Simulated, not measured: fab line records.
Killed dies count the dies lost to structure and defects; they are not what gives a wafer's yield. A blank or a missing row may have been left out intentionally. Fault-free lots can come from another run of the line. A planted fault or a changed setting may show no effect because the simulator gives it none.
Which tool did it?	flow gf180mcu	18 wafers from 6 lots sampled at 2 of the route's 602 steps

WHAT THE GAUGES SHOWED, per wafer
GF_HV_LDD_TW_MEAS_23.
lot	measured	on	HV_LDD_2_TW
L947	day 12 14:52	filmMetro-03	1063 1058 1063
L949	day 13 12:37	filmMetro-02	1066 1062 1058
L952	day 14 07:58	filmMetro-03	1004 1001 996 1005 1003 1004
L955	day 15 00:50	filmMetro-04	1016 1021 1018 1023 1022 1020
L962	day 16 23:20	filmMetro-02	1054 1059 1058
L964	day 17 15:14	filmMetro-02	1052 1049 1051

EACH LOT AND THE TOOL THAT RAN IT (in order: tool; ch and the chambers of the sampled wafers; start)
lot	GF_HV_LDD_IMPLANT_21
L947	implanter-04 ch 0, day 12 14:37
L949	implanter-01 ch 0, day 13 12:22
L952	implanter-04 ch 0, day 14 07:43
L955	implanter-04 ch 0, day 15 00:37
L962	implanter-02 ch 0, day 16 23:08
L964	implanter-04 ch 0, day 17 15:01
- GF_HV_LDD_IMPLANT_21

THE ANSWER, worked out from the rows above alone
Rule: the lots themselves supply what counts as usual. The widest of any qualifying gaps counts: lots, ordered by their means at a reading, are off when they make up no more than a third of the lots, leave a main group of 4 or more, and stand apart from it by 3 or more times the standard deviation of that group's means. Not used: any main group whose means are identical at the precision the tables above print for the reading. A lot without any number at a reading at which 4 lots or more have one is off too. All remaining lots with rows at the step are treated as sound.
Off: L952, L955, seen at GF_HV_LDD_TW_MEAS_23 (HV_LDD_2_TW). The main group: mean 1058, standard deviation 4.5.
A tool fits if, at a process step before that reading, it ran every lot that is off, and no sound lot after the first of them. The gauges at GF_HV_LDD_TW_MEAS_23 are tried like those tools. Of those tried, none fits.

WHAT THE SIMULATOR HAD INSERTED
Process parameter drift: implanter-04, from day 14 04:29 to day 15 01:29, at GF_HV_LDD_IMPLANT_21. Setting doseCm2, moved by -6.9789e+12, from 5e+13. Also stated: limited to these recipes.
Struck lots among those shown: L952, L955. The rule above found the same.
